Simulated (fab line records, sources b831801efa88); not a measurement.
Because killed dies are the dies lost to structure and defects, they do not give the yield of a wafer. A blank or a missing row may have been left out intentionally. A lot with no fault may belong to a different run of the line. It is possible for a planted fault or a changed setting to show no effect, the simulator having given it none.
fab line records	flow sky130
[record] lots = 6	wafers = 18	lastDay = 51
route steps=708 shown CONTACT@423 METAL1@434 PAD_OPEN@708
lots that met no fault: taken from a fault-free run of the same line
startH: the number of hours between the record's first day and the start of the first shown wafer of the lot	waitH: hours since the lot's step before	" repeats the value in the row above	L1.1+2: several wafers, shown together as one row	- no value, or no start given	* or withheld: withheld	< > ~ a bound
route shown NAME@n: NAME is a module with steps in the file, n the number in the route of the first one	usual: average and standard deviation across the fault-free wafers	same: alike in all rows	chamber/n: place in a boat	sites: readings site by site	_std_site: standard deviation of those values	_edge_site: outer sites' mean less inner sites'	radiusMm: how far each site lies from the wafer's centre	mask NAME#n: copy n	behind: the tool/chamber that last shaped the wafer	hold: why the lot went on hold/how many hours it stayed there/how the hold came to an end	device: transistor that didn't switch, given as n, p or np	end of line: tests of these same wafers at the route's end	where a step has no rows: the recipe by itself	killed: at the first sort, the dies lost to defects and structure; wafer yield is something else	map: a wafer's dies, marking killed ones x, the rest . and places with no die _
set.NAME: the setting that was run; set.NAME@STEP: the one run at that earlier step	model.NAME: the simulator's own value behind a step, which no gauge read
lots at selected steps of the route; one table per step, one row per wafer
services: a tool's chamber out of use, with start hour (startH, from the record's first day; less than 0 if before it), hours out, and reason
[[steps]]
[step SKY_CONTACT_ETCH_17]
[recipe] target = SiO2	chemistry = C4F8/O2/Ar	stopOn = Si3N4	maskMaterial = KrF-thick	sourceW = 1500	biasW = 1200	pressureMtorr = 40	c4f8FlowSccm = withheld	O2_flow_sccm = 6	Ar_flow_sccm = 300	timeS = withheld	targetDepthA = 3400
[usual] oesProductAu = 0.892/0.0049
lot.wafer	tool	chamber	startH	waitH	oesProductAu
L441.1	rieDiel-02	1	765.29	0.0	0.889
L441.4	"	2	"	"	0.882
L441.6	"	3	"	"	0.889
L448.1	rieDiel-03	1	811.63	0.0	0.886
L448.2	"	2	"	"	0.892
L448.3	"	0	"	"	0.889
L450.1	rieDiel-03	0	815.99	0.0	0.892
L450.4	"	3	"	"	0.885
L450.5	"	2	"	"	0.893
L457.1	rieDiel-04	0	867.97	0.0	0.891
L457.2	"	3	"	"	0.893
L457.6	"	1	"	"	0.886
L462.2	rieDiel-04	0	933.74	0.0	0.884
L462.4	"	2	"	"	0.894
L462.5	"	1	"	"	0.890
L461.1	rieDiel-02	0	938.83	0.0	0.888
L461.5	"	3	"	"	0.900
L461.6	"	2	"	"	0.900
[step SKY_CONTACT_ETCH_18]
[recipe] target = Si3N4	chemistry = CHF3/O2	stopOn = TiN	sourceW = 600	biasW = 200	pressureMtorr = 40	chf3FlowSccm = 50	O2_flow_sccm = 5	timeS = 39	targetDepthA = 750
[step SKY_CONTACT_STRIP_19]
[recipe] chemistry = O2/N2	powerW = 1400	pressureMtorr = 1500	platenTempC = withheld	o2FlowSccm = 3000	n2FlowSccm = 300	overashFraction = 0.5
[usual] drypumpMotorCurrentA = 6.0/0.34	oesProductAu = 0.381/0.0044	stripTimeToEndpointS = 3.61/0.036
lot.wafer	tool	chamber	startH	waitH	drypumpMotorCurrentA	oesProductAu	rfHoursCounterH	stripTimeToEndpointS
L441.1	plasmaAsher-03	1	765.38	-	5.4	0.378	2	3.60
L441.4	"	1	"	"	5.4	0.383	-	3.60
L441.6	"	0	"	"	6.6	0.376	-	3.63
L448.1	plasmaAsher-01	0	811.72	-	5.8	0.376	35	3.62
L448.2	"	1	"	"	6.0	0.378	35	3.60
L448.3	"	1	"	"	6.0	0.384	-	3.69
L450.1	plasmaAsher-01	1	816.08	-	6.0	0.380	36	3.70
L450.4	"	1	"	"	6.0	0.380	-	3.62
L450.5	"	1	"	"	6.0	0.384	-	3.60
L457.1	plasmaAsher-01	0	868.06	-	5.8	0.380	41	3.68
L457.2	"	1	"	"	6.0	0.381	41	3.59
L457.6	"	1	"	"	6.0	0.390	-	3.62
L462.2	plasmaAsher-01	0	933.83	-	5.8	0.381	48	3.63
L462.4	"	1	"	"	6.0	0.377	-	3.56
L462.5	"	0	"	"	5.8	0.376	-	3.61
L461.1	plasmaAsher-03	0	938.92	-	6.6	0.392	19	3.62
L461.5	"	0	"	"	6.6	0.379	-	3.58
L461.6	"	1	"	"	5.5	0.383	-	3.58
[step SKY_CONTACT_STRIP_20]
[recipe] chemistry = postEtchResidueRemover	timeS = 1200	tempC = 72.5
[step SKY_CONTACT_CLEAN_21]
[recipe] chemistry = IPA	timeS = 180	tempC = 25
[step SKY_CONTACT_CLEAN_22]
[recipe] chemistry = O3/DIW	dry = n2Spin
[step SKY_CONTACT_SPUTTER_23]
[recipe] material = TiN	targetThkNm = 20	chamberPressurePa = 5	powerW = 4000	timeS = 80
[usual] chamberPressurePa = 5.000/0.0084	throttleValvePct = 29.8/1
lot.wafer	tool	chamber	startH	waitH	chamberPressurePa	throttleValvePct
L441.1	pvdSputter-01	-	766.03	0.0	4.977	30.2
L441.4	"	-	"	"	4.999	29.7
L441.6	"	-	"	"	4.982	30.4
L448.1	pvdSputter-02	-	812.32	0.0	5.017	29.3
L448.2	"	-	"	"	5.009	26.9
L448.3	"	-	"	"	4.994	29.6
L450.1	pvdSputter-02	-	816.67	0.0	5.007	29.4
L450.4	"	-	"	"	4.988	29.8
L450.5	"	-	"	"	5.003	29.7
L457.1	pvdSputter-01	-	868.66	0.0	4.997	30.0
L457.2	"	-	"	"	5.005	29.9
L457.6	"	-	"	"	5.005	29.9
L462.2	pvdSputter-01	-	934.49	0.0	5.008	30.1
L462.4	"	-	"	"	5.011	30.2
L462.5	"	-	"	"	5.004	29.6
L461.1	pvdSputter-03	-	939.52	0.0	5.004	29.4
L461.5	"	-	"	"	4.991	29.9
L461.6	"	-	"	"	4.997	30.1
[step SKY_CONTACT_CVD_24]
[recipe] material = W	targetThkNm = 340	timeS = 102.12	tempC = 400	pressureTorr = 40
[step SKY_CONTACT_RS_MEAS_25]
[recipe] thkMeasGauge = four-point-probe	reads = W_of_CONTACT_CVD_24+TiN_of_CONTACT_SPUTTER_23
[usual] CONTACT_W_RS = 0.336/0.0041
lot.wafer	tool	chamber	startH	waitH	CONTACT_W_RS[ohm/sq]
L441.1	filmMetro-03	-	766.20	0.1	0.340
L441.4	"	-	"	"	0.332
L441.6	"	-	"	"	0.337
L448.1	filmMetro-03	-	812.49	0.1	0.335
L448.2	"	-	"	"	0.337
L448.3	"	-	"	"	0.344
L450.1	filmMetro-01	-	816.84	0.1	0.338
L450.4	"	-	"	"	0.334
L450.5	"	-	"	"	0.335
L457.1	filmMetro-04	-	868.83	0.1	0.343
L457.2	"	-	"	"	0.334
L457.6	"	-	"	"	0.337
L462.2	filmMetro-01	-	934.68	0.1	0.334
L462.4	"	-	"	"	0.338
L462.5	"	-	"	"	0.335
L461.1	filmMetro-01	-	939.70	0.1	0.334
L461.5	"	-	"	"	0.336
L461.6	"	-	"	"	0.340
[step SKY_CONTACT_THK_MEAS_26]
[recipe] thkMeasGauge = xrf	reads = W_of_CONTACT_CVD_24
[usual] CONTACT_W_THK = 336/4.5
lot.wafer	tool	chamber	startH	waitH	CONTACT_W_THK[nm]
L441.1	filmMetro-03	-	766.32	0.1	333
L441.4	"	-	"	"	339
L441.6	"	-	"	"	335
L448.1	filmMetro-03	-	812.61	0.1	337
L448.2	"	-	"	"	334
L448.3	"	-	"	"	330
L450.1	filmMetro-01	-	816.96	0.1	332
L450.4	"	-	"	"	334
L450.5	"	-	"	"	333
L457.1	filmMetro-04	-	868.95	0.1	332
L457.2	"	-	"	"	339
L457.6	"	-	"	"	334
L462.2	filmMetro-01	-	934.79	0.1	340
L462.4	"	-	"	"	335
L462.5	"	-	"	"	339
L461.1	filmMetro-01	-	939.82	0.1	336
L461.5	"	-	"	"	331
L461.6	"	-	"	"	332
[step SKY_CONTACT_CMP_27]
[recipe] stopOn = SiO2	tOverpolishS = 15	downForcePsi = 3.5	platenRpm = 60	targetThkNm = 0	padVelocityMS = 0.94248
[step SKY_METAL1_SPUTTER_00]
[recipe] material = Ti	targetThkNm = 15	powerW = 3000	timeS = 10	chamberPressurePa = 0.3896
[usual] chamberPressurePa = 0.3895/0.00079	throttleValvePct = 29.5/1.1
lot.wafer	tool	chamber	startH	waitH	chamberPressurePa	throttleValvePct
L441.1	pvdSputter-04	-	766.68	0.2	0.3893	29.6
L441.4	"	-	"	"	0.3889	30.2
L441.6	"	-	"	"	0.3898	30.5
L448.1	pvdSputter-04	-	812.97	0.2	0.3892	30.3
L448.2	"	-	"	"	0.3889	29.6
L448.3	"	-	"	"	0.3898	30.3
L450.1	pvdSputter-04	-	817.32	0.1	0.3896	30.0
L450.4	"	-	"	"	0.3891	29.7
L450.5	"	-	"	"	0.3899	29.8
L457.1	pvdSputter-02	-	869.38	0.2	0.3890	29.2
L457.2	"	-	"	"	0.3882	29.8
L457.6	"	-	"	"	0.3891	29.6
L462.2	pvdSputter-02	-	935.14	0.2	0.3891	29.3
L462.4	"	-	"	"	0.3902	27.0
L462.5	"	-	"	"	0.3911	27.3
L461.1	pvdSputter-01	-	940.18	0.1	0.3905	30.4
L461.5	"	-	"	"	0.3909	29.9
L461.6	"	-	"	"	0.3908	30.4
[step SKY_METAL1_SPUTTER_01]
[recipe] material = TiN	targetThkNm = 20	powerW = 6500	timeS = 16.7	chamberPressurePa = 0.4
[usual] chamberPressurePa = 0.3999/0.00075	throttleValvePct = 29.5/1.1
lot.wafer	tool	chamber	startH	waitH	chamberPressurePa	throttleValvePct
L441.1	pvdSputter-04	-	766.70	0.0	0.4005	29.9
L441.4	"	-	"	"	0.3999	30.5
L441.6	"	-	"	"	0.3977	30.5
L448.1	pvdSputter-04	-	812.99	0.0	0.4196	29.7
L448.2	"	-	"	"	0.4185	29.2
L448.3	"	-	"	"	0.4173	29.5
L450.1	pvdSputter-04	-	817.34	0.0	0.4181	29.2
L450.4	"	-	"	"	0.4176	29.0
L450.5	"	-	"	"	0.4199	29.0
L457.1	pvdSputter-02	-	869.40	0.0	0.4003	29.2
L457.2	"	-	"	"	0.4005	30.0
L457.6	"	-	"	"	0.3998	29.3
L462.2	pvdSputter-02	-	935.16	0.0	0.4007	29.3
L462.4	"	-	"	"	0.4002	27.1
L462.5	"	-	"	"	0.4000	27.2
L461.1	pvdSputter-01	-	940.20	0.0	0.3991	29.8
L461.5	"	-	"	"	0.3991	30.0
L461.6	"	-	"	"	0.4000	30.3
[step SKY_METAL1_SPUTTER_02]
[recipe] material = AlCu	targetThkNm = 250	powerW = 10600	timeS = 13.3	chamberPressurePa = 0.4
[usual] chamberPressurePa = 0.4000/0.00087	throttleValvePct = 29.5/1.1
lot.wafer	tool	chamber	startH	waitH	chamberPressurePa	throttleValvePct
L441.1	pvdSputter-04	-	766.73	0.0	0.4010	29.5
L441.4	"	-	"	"	0.3981	30.2
L441.6	"	-	"	"	0.3995	30.4
L448.1	pvdSputter-04	-	813.02	0.0	0.3990	30.0
L448.2	"	-	"	"	0.3998	29.9
L448.3	"	-	"	"	0.4006	30.6
L450.1	pvdSputter-04	-	817.37	0.0	0.4005	30.3
L450.4	"	-	"	"	0.4009	29.7
L450.5	"	-	"	"	0.3995	30.1
L457.1	pvdSputter-02	-	869.43	0.0	0.3992	29.1
L457.2	"	-	"	"	0.3997	30.0
L457.6	"	-	"	"	0.4004	29.1
L462.2	pvdSputter-02	-	935.19	0.0	0.3998	29.2
L462.4	"	-	"	"	0.3994	27.1
L462.5	"	-	"	"	0.3996	27.0
L461.1	pvdSputter-01	-	940.22	0.0	0.3998	29.9
L461.5	"	-	"	"	0.4024	29.6
L461.6	"	-	"	"	0.4014	30.2
[step SKY_PAD_OPEN_PROBE_99]
[usual] defectLimitedYield = 82.4/2	killed_at_M0_to_M3 = 43/6.8	killed_at_M4_up = 3.1/1.8	killedAtContacts = 25/5.8	killedAtFrontEnd = 15/4.2	killedAtOther = 0.3/0.5	killedDies = 87/9.7	killedOpen = 47/7.3	killedShort = 39/6.6	sort_bin_3_pad_short = 0.9/0.37	sort_bin_5_function = 10.4/1.4	sort_bin_6_memory = 6.3/1.1	sortNPass = 405/9.7	sortYieldPct = 82.4/2
[same] grossDies = 492	killedAtBackSide = 0	sort_bin_4_leakage[%] = 0	sort_bin_8_speed[%] = 0
lot.wafer	tool	chamber	startH	waitH	defectLimitedYield[%]	killed_at_M0_to_M3	killed_at_M4_up	killedAtContacts	killedAtFrontEnd	killedAtOther	killedDies	killedOpen	killedShort	sort_bin_3_pad_short[%]	sort_bin_5_function[%]	sort_bin_6_memory[%]	sortNPass	sortYieldPct[%]
L441.1	prober-02	-	1101.05	0.1	78.7	37	1	39	28	0	105	52	53	1.2	12.6	7.5	387	78.7
L441.4	prober-02	-	1101.20	0.2	84.6	40	5	18	12	1	76	37	39	1.4	9.8	4.3	416	84.6
L441.6	prober-02	-	1101.30	0.2	81.5	44	1	25	21	0	91	51	40	0.8	9.6	8.1	401	81.5
L448.1	prober-01	-	1133.60	0.1	84.1	36	2	29	11	0	78	43	35	0.8	11.0	4.1	414	84.1
L448.2	prober-01	-	1133.65	0.1	81.9	44	1	30	14	0	89	56	33	0.6	9.1	8.3	403	81.9
L448.3	prober-01	-	1133.70	0.2	80.7	42	3	28	22	0	95	56	39	0.4	12.8	6.1	397	80.7
L450.1	prober-02	-	1136.85	0.1	81.1	44	4	29	16	0	93	46	47	1.2	11.0	6.7	399	81.1
L450.4	prober-02	-	1137.00	0.2	87.0	35	2	17	10	0	64	37	27	1.4	6.7	4.9	428	87.0
L450.5	prober-02	-	1137.05	0.2	83.1	35	0	32	14	2	83	42	41	0.8	10.0	6.1	409	83.1
L457.1	prober-01	-	1175.64	0.1	78.9	48	2	35	19	0	104	55	49	1.4	13.2	6.5	388	78.9
L457.2	prober-01	-	1175.69	0.1	82.3	46	1	24	15	1	87	40	47	0.4	9.8	7.5	405	82.3
L457.6	prober-01	-	1175.89	0.2	79.9	36	3	45	15	0	99	46	53	1.2	12.6	6.3	393	79.9
L462.2	prober-01	-	1214.54	0.1	81.3	47	7	20	17	1	92	47	45	0.8	10.0	7.9	400	81.3
L462.4	prober-01	-	1214.64	0.2	81.5	47	1	28	15	0	91	46	45	1.0	10.2	7.3	401	81.5
L462.5	prober-01	-	1214.69	0.2	83.5	43	2	23	13	0	81	47	34	1.2	9.1	6.1	411	83.5
L461.1	prober-02	-	1216.91	0.1	80.5	63	5	15	13	0	96	55	40	1.0	12.0	6.5	396	80.5
L461.5	prober-02	-	1217.11	0.2	81.7	52	4	21	12	1	90	36	51	0.8	10.4	7.1	402	81.7
L461.6	prober-02	-	1217.16	0.2	78.3	49	6	35	17	0	107	48	59	1.2	13.0	7.5	385	78.3
// killed by level:class
L441.1 CONTACT:geometricParticle:open=13 LOCAL_INTERCONNECT:geometricParticle:short=8 CONTACT:geometricParticle:short=8 LI_CONTACT:geometricParticle:open=7 FIELD_ISO:geometricParticle:short=6 POLY_GATE:geometricParticle:open=6 METAL1:geometricParticle:short=6 METAL2:geometricParticle:short=5
L441.4 VIA3:geometricParticle:open=12 LI_CONTACT:geometricParticle:open=5 LOCAL_INTERCONNECT:geometricParticle:short=5 VIA3:geometricParticle:short=5 VIA2:geometricParticle:open=5 METAL4:geometricParticle:short=5 POLY_GATE:geometricParticle:open=4 METAL3:geometricParticle:short=4
L441.6 CONTACT:geometricParticle:open=14 VIA1:geometricParticle:open=8 VIA3:geometricParticle:open=8 FIELD_ISO:geometricParticle:open=7 METAL2:geometricParticle:short=6 POLY_GATE:geometricParticle:short=4 METAL1:geometricParticle:short=4 CONTACT:geometricParticle:short=4
L448.1 CONTACT:geometricParticle:open=14 VIA2:geometricParticle:open=7 METAL2:geometricParticle:short=6 LI_CONTACT:geometricParticle:open=5 CONTACT:geometricParticle:short=5 VIA1:geometricParticle:open=4 POLY_GATE:geometricParticle:short=3 POLY_CUT:geometricParticle:open=3
L448.2 CONTACT:geometricParticle:open=13 VIA3:geometricParticle:open=10 LI_CONTACT:geometricParticle:open=8 VIA2:geometricParticle:open=7 VIA2:geometricParticle:short=6 VIA1:geometricParticle:open=5 POLY_GATE:geometricParticle:open=4 CONTACT:geometricParticle:short=4
L448.3 CONTACT:geometricParticle:open=10 VIA1:geometricParticle:open=9 METAL2:geometricParticle:short=8 LI_CONTACT:geometricParticle:open=7 VIA3:geometricParticle:open=7 POLY_GATE:geometricParticle:open=6 FIELD_ISO:geometricParticle:short=5 VIA2:geometricParticle:open=5
L450.1 VIA2:geometricParticle:open=10 LOCAL_INTERCONNECT:geometricParticle:short=9 CONTACT:geometricParticle:open=7 LI_CONTACT:geometricParticle:open=6 FIELD_ISO:geometricParticle:open=5 VIA1:geometricParticle:open=5 VIA1:geometricParticle:short=5 METAL2:geometricParticle:short=5
L450.4 VIA1:geometricParticle:open=7 VIA2:geometricParticle:open=7 METAL1:geometricParticle:short=6 LI_CONTACT:geometricParticle:open=5 VIA3:geometricParticle:open=5 POLY_GATE:geometricParticle:open=4 CONTACT:geometricParticle:open=4 POLY_GATE:geometricParticle:short=3
L450.5 LI_CONTACT:geometricParticle:open=11 CONTACT:geometricParticle:short=8 CONTACT:geometricParticle:open=8 VIA2:geometricParticle:open=7 METAL3:geometricParticle:short=6 FIELD_ISO:geometricParticle:open=5 VIA1:geometricParticle:open=5 VIA2:geometricParticle:short=5
L457.1 LI_CONTACT:geometricParticle:open=10 CONTACT:geometricParticle:short=9 CONTACT:geometricParticle:open=9 VIA2:geometricParticle:open=9 VIA1:geometricParticle:open=8 VIA2:geometricParticle:short=6 POLY_GATE:geometricParticle:short=5 METAL2:geometricParticle:short=5
L457.2 VIA1:geometricParticle:open=11 LI_CONTACT:geometricParticle:open=7 METAL1:geometricParticle:short=7 LI_CONTACT:geometricParticle:short=6 LOCAL_INTERCONNECT:geometricParticle:short=6 METAL2:geometricParticle:short=6 FIELD_ISO:geometricParticle:open=5 VIA2:geometricParticle:short=5
L457.6 CONTACT:geometricParticle:open=17 LI_CONTACT:geometricParticle:open=9 METAL2:geometricParticle:short=8 METAL1:geometricParticle:short=7 POLY_GATE:geometricParticle:short=6 LI_CONTACT:geometricParticle:short=6 LOCAL_INTERCONNECT:geometricParticle:short=6 CONTACT:geometricParticle:short=6
L462.2 VIA1:geometricParticle:open=14 CONTACT:geometricParticle:open=8 VIA1:geometricParticle:short=7 VIA3:geometricParticle:open=7 METAL4:geometricParticle:short=6 LI_CONTACT:geometricParticle:open=5 CONTACT:geometricParticle:short=5 VIA3:geometricParticle:short=5
L462.4 CONTACT:geometricParticle:open=8 LOCAL_INTERCONNECT:geometricParticle:short=8 VIA1:geometricParticle:open=8 VIA3:geometricParticle:open=7 VIA2:geometricParticle:open=6 FIELD_ISO:geometricParticle:open=5 CONTACT:geometricParticle:short=5 METAL2:geometricParticle:open=5
L462.5 VIA1:geometricParticle:open=11 CONTACT:geometricParticle:open=8 METAL2:geometricParticle:short=6 FIELD_ISO:geometricParticle:open=5 LI_CONTACT:geometricParticle:open=5 LOCAL_INTERCONNECT:geometricParticle:short=5 VIA2:geometricParticle:open=5 VIA1:geometricParticle:short=4
L461.1 VIA3:geometricParticle:open=16 VIA1:geometricParticle:open=11 METAL1:geometricParticle:short=10 VIA2:geometricParticle:open=8 METAL2:geometricParticle:short=7 CONTACT:geometricParticle:open=6 POLY_GATE:geometricParticle:short=4 LI_CONTACT:geometricParticle:open=4
L461.5 VIA1:geometricParticle:open=10 METAL1:geometricParticle:short=9 LI_CONTACT:geometricParticle:open=7 VIA1:geometricParticle:short=6 VIA3:geometricParticle:short=6 CONTACT:geometricParticle:open=5 METAL2:geometricParticle:short=5 VIA2:geometricParticle:short=4
L461.6 LI_CONTACT:geometricParticle:open=12 VIA1:geometricParticle:open=11 METAL1:geometricParticle:short=10 LOCAL_INTERCONNECT:geometricParticle:short=8 CONTACT:geometricParticle:short=7 CONTACT:geometricParticle:open=6 VIA2:geometricParticle:open=6 FIELD_ISO:geometricParticle:short=5
[[services]]
tool	chamber	startH	hours	kind
plasmaAsher-03	0	742.75	-	clean
plasmaAsher-03	1	742.75	-	clean
plasmaAsher-03	-	747.62	4.1	repair
plasmaAsher-01	-	756.93	2.8	pm
rieDiel-04	0	765.69	6.6	repair
rieDiel-02	3	790.15	6.4	repair
rieDiel-04	-	805.43	0.8	repair
pvdSputter-01	-	818.93	2.9	repair
rieDiel-04	-	819.53	0.8	repair
pvdSputter-02	-	820.47	1.4	repair
rieDiel-02	3	839.92	6.0	repair
rieDiel-02	-	840.00	0.2	repair
rieDiel-02	0	845.88	-	clean
rieDiel-02	0	845.88	24.4	scheduledDown
rieDiel-02	0	845.88	24.4	ventCycle
rieDiel-03	2	860.47	7.9	repair
rieDiel-03	0	868.68	2.4	repair
pvdSputter-03	-	869.41	4.9	repair
pvdSputter-01	-	874.92	3.5	repair
plasmaAsher-03	-	888.86	2.8	repair
rieDiel-04	2	893.15	5.9	repair
rieDiel-03	3	899.94	4.7	repair
rieDiel-02	1	919.02	6.1	repair
pvdSputter-02	-	919.42	3.8	repair
[[key]]
[firstSign] step = SKY_METAL1_SPUTTER_01	reading = chamberPressurePa	direction = up	sigmas = 25	usual = 0.3999	struck = 0.4185
effect none on later readings
metAt SKY_METAL1_SPUTTER_01
struckWafers L448.1,L448.2,L448.3,L450.1,L450.4,L450.5
onsetBetween 766.70 812.99
[fault] kind = processParameterDrift	tool = pvdSputter-04	chamber = -	onsetH = 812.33	steps = SKY_METAL1_SPUTTER_01	channel = chamberPressurePa	offset = 0.018771	shape = step	endH = 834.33	actsIn = theseRecipesOnly	stated = 0.4
